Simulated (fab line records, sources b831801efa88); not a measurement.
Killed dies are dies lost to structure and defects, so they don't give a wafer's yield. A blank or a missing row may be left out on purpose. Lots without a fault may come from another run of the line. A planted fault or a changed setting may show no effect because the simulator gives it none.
Problem report in the 8D (eight disciplines) form, filled by code | flow sfq_line | the parts of the form that need people (team, actions taken, sign-off) are left out

1. THE PROBLEM
head_pressure_psi at SFQ_TRILAYER_I4_CMP_CMP_100 reads a mean of 2.148 psi on 2 wafers of 2 lots; wafers without a fault read 2.999 psi with a standard deviation of 0.0067. That is -99 or more standard deviations from the usual mean.
The step: polishes SiO2.
First seen on wafer L165.2, day 51 12:19, on cmp-02. The record holds 18 wafers of 6 lots with a number at this step. Rule for "out", or "out of limits": more than 4 standard deviations from the usual mean. The other wafers with a number count as sound.

2. WHAT IT IS AND WHAT IT IS NOT
question                    | is                                    | is not
which readings at this step | head_pressure_psi, time_to_endpoint_s | motor_current_A
which lots                  | L165, L166                            | L159, L171, L173, L176
which wafers of those lots  | L165.2, L166.4                        | L165.1, L165.5, L166.1, L166.3
read on which tools         | cmp-02                                | cmp-01
when                        | from day 51 12:19                     | up to then (4 sound wafers); but 12 sound wafers of L165, L166, L171, L173, L176 came after

3. SUSPECTS, AND WHAT RULES EACH OUT
Counting: a tool at a process step up to the reading stays a suspect if it ran every lot that is out. Sound lots after the first of them don't rule it out here, since some wafers of a struck lot are sound.
- cmp-02 at SFQ_TRILAYER_I4_CMP_CMP_100 (polishes SiO2): kept. It ran every lot that is out, first L165 (day 51 12:19); its last sound lot up to then is L159 (day 50 02:49). Its own readings are out on those wafers: head_pressure_psi, time_to_endpoint_s.
- Within cmp-02 at SFQ_TRILAYER_I4_CMP_CMP_100: the wafers that are out ran in chamber 1; their sound lot-mates ran in chambers 0, 2, 3.
Left after counting: cmp-02 at SFQ_TRILAYER_I4_CMP_CMP_100.

4. THE CAUSE (what the simulator had put in)
Process parameter drift: cmp-02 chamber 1, from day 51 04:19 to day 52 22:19, at SFQ_TRILAYER_I4_CMP_CMP_100. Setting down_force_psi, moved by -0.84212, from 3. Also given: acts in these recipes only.
Counting left only this tool.

5. THE CHAIN OF EFFECTS, in route order
Each row: a reading whose mean over the struck wafers that have a number lies more than 3 standard deviations from the usual. Only readings for which the record gives a usual standard deviation are gone through. hours: the time from each lot's start at the first step in this table that gives one to its start at this step, as a median over the lots. sigmas: the change in usual standard deviations.
hours | step                                  | reading            | usual      | on struck wafers | change | sigmas
0     | SFQ_TRILAYER_I4_CMP_CMP_100           | head_pressure_psi  | 2.999 psi  | 2.148            | -0.851 | -99 or more
0     | SFQ_TRILAYER_I4_CMP_CMP_100           | time_to_endpoint_s | 212 s      | 278              | +66    | +9.0
6     | SFQ_TRILAYER_I4_METRO_MEASURE_101     | thk_nm             | 199.7 nm   | 219.4            | +19.8  | +20
110   | SFQ_TRILAYER_I4_VIA_ETCH_VIA_ETCH_106 | oes_product_au     | 0.854 a.u. | 0.903            | +0.049 | +9.4
The process steps in it:
- SFQ_TRILAYER_I4_CMP_CMP_100: polishes SiO2.
- SFQ_TRILAYER_I4_METRO_MEASURE_101
- SFQ_TRILAYER_I4_VIA_ETCH_VIA_ETCH_106: etches SiO2 in CHF3, stops on Nb, target depth 260 nm.
Later measuring or inspecting steps at which every struck wafer that the step has a row for has a number for every such reading, and none has moved that far: SFQ_I4_BOW_MEAS_927, SFQ_I4_OVL_MEAS_928, SFQ_JJ_RS_MEAS_929, SFQ_JJ_OVL_MEAS_931.

6. WHAT WOULD HAVE CAUGHT IT SOONER
In this record the first reading out of limits was taken at day 51 12:19, 8 hours after the fault began at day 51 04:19.
